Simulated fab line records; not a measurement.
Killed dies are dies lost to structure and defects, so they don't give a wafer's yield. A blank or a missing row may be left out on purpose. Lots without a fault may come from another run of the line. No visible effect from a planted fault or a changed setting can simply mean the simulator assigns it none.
The tool behind it: which one? ; flow sky130 ; 12 lots, 36 wafers sampled, at 2 steps of a route of 708

== WHAT THE GAUGES SHOWED, per wafer ==
SKY_METAL1_RS_MEAS_05: measures by four-point-probe.
lot;measured;on;METAL1_ALCU_RS (ohm/sq)
L367;day 33 06:46;film-metro-03;0.1258 0.1273 0.1264
L368;day 33 08:14;film-metro-03;0.1247 0.1255 0.1253
L369;day 33 22:23;film-metro-02;0.1273 0.1260 0.1270
L371;day 34 09:01;film-metro-02;0.1278 0.1275 0.1268
L372;day 34 10:28;film-metro-02;0.1271 0.1271 0.1263
L376;day 35 23:19;film-metro-01;0.1268 0.1263 0.1257
L378;day 36 16:18;film-metro-02;0.1253 0.1255 0.1270
L383;day 37 18:55;film-metro-03;0.1266 0.1271 0.1254
L384;day 38 08:23;film-metro-01;0.1256 0.1251 0.1247
L386;day 38 18:36;film-metro-03;0.1270 0.1282 0.1287

== WHAT TOOL EACH LOT RAN ON (gives the tool, then ch and the chambers of the sampled wafers, and finally the start) ==
lot;SKY_LI_CONTACT_CMP_24
L367;cmp-02 ch 1,2,3, day 30 21:18
L368;cmp-01 ch 0,1,2, day 30 22:32
L369;cmp-02 ch 1,2, day 31 12:34
L371;cmp-02 ch 1,3, day 31 23:56
L372;cmp-01 ch 0,2,3, day 32 01:54
L373;cmp-01 ch 0,2,3, day 32 04:02
L377;cmp-01 ch 0,2,3, day 33 13:02
L376;cmp-01 ch 0,3, day 33 14:47
L378;cmp-01 ch 2,3, day 34 07:12
L383;cmp-01 ch 0,2,3, day 35 12:08
L384;cmp-02 ch 0,1, day 36 02:51
L386;cmp-02 ch 0,1,3, day 36 12:12
- SKY_LI_CONTACT_CMP_24: polishes, stops on PSG, t overpolish 20 s, target thk 0 nm.

== WHAT THE TOOLS THEMSELVES READ (means of the sampled wafers that have a number; where no wafer has one, the mark that the record gives instead) ==
SKY_LI_CONTACT_CMP_24.
lot;tool;edge-zone-pressure-frac;head-pressure-psi (psi);motor-current-A (A);overpolish-run-s (s);retaining-ring-pressure-frac;slurry-filter-dp-kPa (kPa);time-to-endpoint-s (s)
L367;cmp-02;0.998;3.495;10.3;20.005;1.000;13.59;94
L368;cmp-01;1.003;3.502;10.2;19.994;1.001;13.56;101
L369;cmp-02;0.999;3.502;10.5;19.994;0.995;13.45;95
L371;cmp-02;0.997;3.497;10.2;20.002;0.995;13.57;97
L372;cmp-01;0.996;3.506;10.7;19.995;1.004;13.51;97
L373;cmp-01;-;-;-;-;-;-;-
L377;cmp-01;-;-;-;-;-;-;-
L376;cmp-01;1.005;3.496;11.1;20.001;0.996;13.48;96
L378;cmp-01;1.003;3.491;10.4;20.001;0.997;13.50;97
L383;cmp-01;0.997;3.499;10.8;20.007;1.000;13.60;98
L384;cmp-02;0.997;3.492;9.8;20.009;1.000;13.42;98
L386;cmp-02;1.000;3.500;10.0;19.994;1.004;13.54;95

== THE ANSWER, worked out from the rows above alone ==
Rule: what is usual is taken from the lots themselves. Put in order of their means at a reading, lots are off if they are a third of the lots or fewer, leave a main group of 4 or more, and stand apart from it by a gap of 3 or more times the standard deviation of the main group's means; of several such gaps the widest counts. A main group is skipped when, at the precision printed for the reading in the tables above, its means are all equal. A lot without any number at a reading at which 4 lots or more have one is off too. Where the step has rows for the other lots, those lots are counted as sound. After the gauges, taken in route order, come the tools' own readings; for these a lot's mean is taken, as printed above. The first step at which some lot is off is used, and at that step the reading that is off furthest; a lot without a number counts as furthest.
Off: L373, L377 (SKY_LI_CONTACT_CMP_24, edge-zone-pressure-frac). Without a number there: L373, L377. Mean 0.999 and standard deviation 0.003 in the main group.
A tool fits if, at that step or a process step before it, it ran every lot that is off, and no sound lot after the first of them. None of those tried fits.

== WHAT THE SIMULATOR HAD PUT IN ==
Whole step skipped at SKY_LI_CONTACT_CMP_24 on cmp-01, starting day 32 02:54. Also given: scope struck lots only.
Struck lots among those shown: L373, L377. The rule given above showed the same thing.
